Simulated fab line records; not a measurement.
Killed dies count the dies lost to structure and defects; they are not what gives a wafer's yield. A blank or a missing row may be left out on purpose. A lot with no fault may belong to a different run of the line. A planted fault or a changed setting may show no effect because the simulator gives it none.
The tool behind it: which one? -- flow gf180mcu -- Sampling: 6 lots, 18 wafers, 2 of 602 route steps

## WHAT THE GAUGES READ, wafer by wafer
GF_HV_LDD_CD_MEAS_19 targets a cd of 400 nm.
lot,measured,on,cdNm (nm)
L863,day 11 14:35,cdSem-01,403.2 403.2 403.7
L866,day 12 12:22,cdSem-02,403.3 403.5 405.0
L869,day 13 13:45,cdSem-02,399.5 402.2 399.4
L871,day 14 04:51,cdSem-01,404.1 402.8 404.7
L873,day 14 17:58,cdSem-02,399.6 398.4 399.4
L879,day 16 18:27,cdSem-02,396.4 394.8 394.9

## EACH LOT AND THE TOOL THAT RAN IT (in order: tool; ch and the chambers of the sampled wafers; start)
lot,GF_HV_LDD_EXPOSE_16
L863,"ilineStepper-02 ch 0, day 11 05:17"
L866,"ilineStepper-01 ch 0, day 12 02:50"
L869,"ilineStepper-02 ch 0, day 13 04:32"
L871,"ilineStepper-01 ch 0, day 13 18:17"
L873,"ilineStepper-02 ch 0, day 14 08:16"
L879,"ilineStepper-01 ch 0, day 16 07:19"
- GF_HV_LDD_EXPOSE_16: exposes mask Pplus LV AREA, target cd 400 nm.

## THE ANSWER, worked out from the rows above alone
Rule: the usual values come from the lots themselves. Put in order of their means at a reading, lots are off if they are a third of the lots or fewer, leave a main group of 4 or more, and stand apart from it by a gap of 3 or more times the standard deviation of the main group's means; of several such gaps the widest counts. If all means in a main group match to the digits the tables above print for the reading, that group is not used. A lot without any number at a reading at which 4 lots or more have one is off too. Where the step has rows for the other lots, those lots are counted as sound.
None of the lots is off at any reading shown; this tells nothing.

## WHAT HAD BEEN PUT IN BY THE SIMULATOR
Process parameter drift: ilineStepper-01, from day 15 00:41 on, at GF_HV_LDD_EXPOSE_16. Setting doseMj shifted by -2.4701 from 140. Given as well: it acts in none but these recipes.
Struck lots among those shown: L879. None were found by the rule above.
